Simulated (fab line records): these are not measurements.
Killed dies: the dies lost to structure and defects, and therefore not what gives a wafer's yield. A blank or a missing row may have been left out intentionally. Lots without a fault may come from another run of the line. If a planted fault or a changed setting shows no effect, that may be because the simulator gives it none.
Problem report in the 8D (eight disciplines) form, filled by code -- flow sky130 -- the parts of the form that need people (team, actions taken, sign-off) are left out

1. WHAT IS WRONG
Wafers without a fault read 21.03 C, standard deviation 0.1; developer temp C at SKY_POLY_GATE_DEVELOP_12 reads a mean of 18.99 C on 6 wafers belonging to 2 lots. That puts it -20 standard deviations away from the usual mean.
The step: develop time 60 s.
Earliest sighting: wafer L165.2 on litho track-03 at day 21 11:00. The record holds 42 wafers of 14 lots with a number at this step. The rule behind "out" and "out of limits": a value lying over 4 standard deviations away from the usual mean. Any other wafer with a number is counted as sound.

2. WHAT IT IS AND WHAT IT IS NOT
question,is,is not
which readings at this step,developer temp C,-
which lots,"L164, L165","L152, L153, L154, L155, L157, L159, L160, L169, L170, L171, L173, L174"
which wafers of those lots,all that have a number,-
read on which tools,litho track-03,"litho track-01, litho track-04"
when,from day 21 11:00,"up to then (21 sound wafers); but 15 sound wafers of L169, L170, L171, L173, L174 came after"

3. THE SUSPECTS, EACH WITH WHAT RULES IT OUT
Counting: any tool at a process step up to the reading is kept as a suspect provided that every lot that is out went through it and no sound lot did after the first of them.
- litho track-03 at SKY_POLY_GATE_DEVELOP_12 (develop time 60 s): kept. It ran every lot that is out, first L165 (day 21 11:00), and no sound lot after that; its last sound lot up to then is L160 (day 19 12:00). Its own readings are out on those wafers: developer temp C.
Remaining after the count: litho track-03 at SKY_POLY_GATE_DEVELOP_12.

4. THE CAUSE (what the simulator had put in)
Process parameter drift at SKY_POLY_GATE_DEVELOP_12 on litho track-03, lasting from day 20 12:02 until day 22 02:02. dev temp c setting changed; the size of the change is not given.
This tool alone remained once counting was done.

5. SEQUENCE OF EFFECTS, ordered by route
One row per reading whose mean, taken over the struck wafers that have a number, lies over 3 standard deviations from the usual. Readings are gone through only where the record gives a usual standard deviation; hours: the median, over the lots, of the time from a lot's start at the first step in this table giving one to that lot's start at this step; sigmas: the change measured in usual standard deviations.
hours,step,reading,usual,on struck wafers,change,sigmas
0,SKY_POLY_GATE_DEVELOP_12,developer temp C,21.03 C,18.99,-2.04,-20
It contains these process steps:
- SKY_POLY_GATE_DEVELOP_12: develop time 60 s.

6. HOW IT WOULD HAVE BEEN CAUGHT EARLIER
First out-of-limits reading in this record: day 21 11:00, which is 23 hours after fault onset at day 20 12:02.
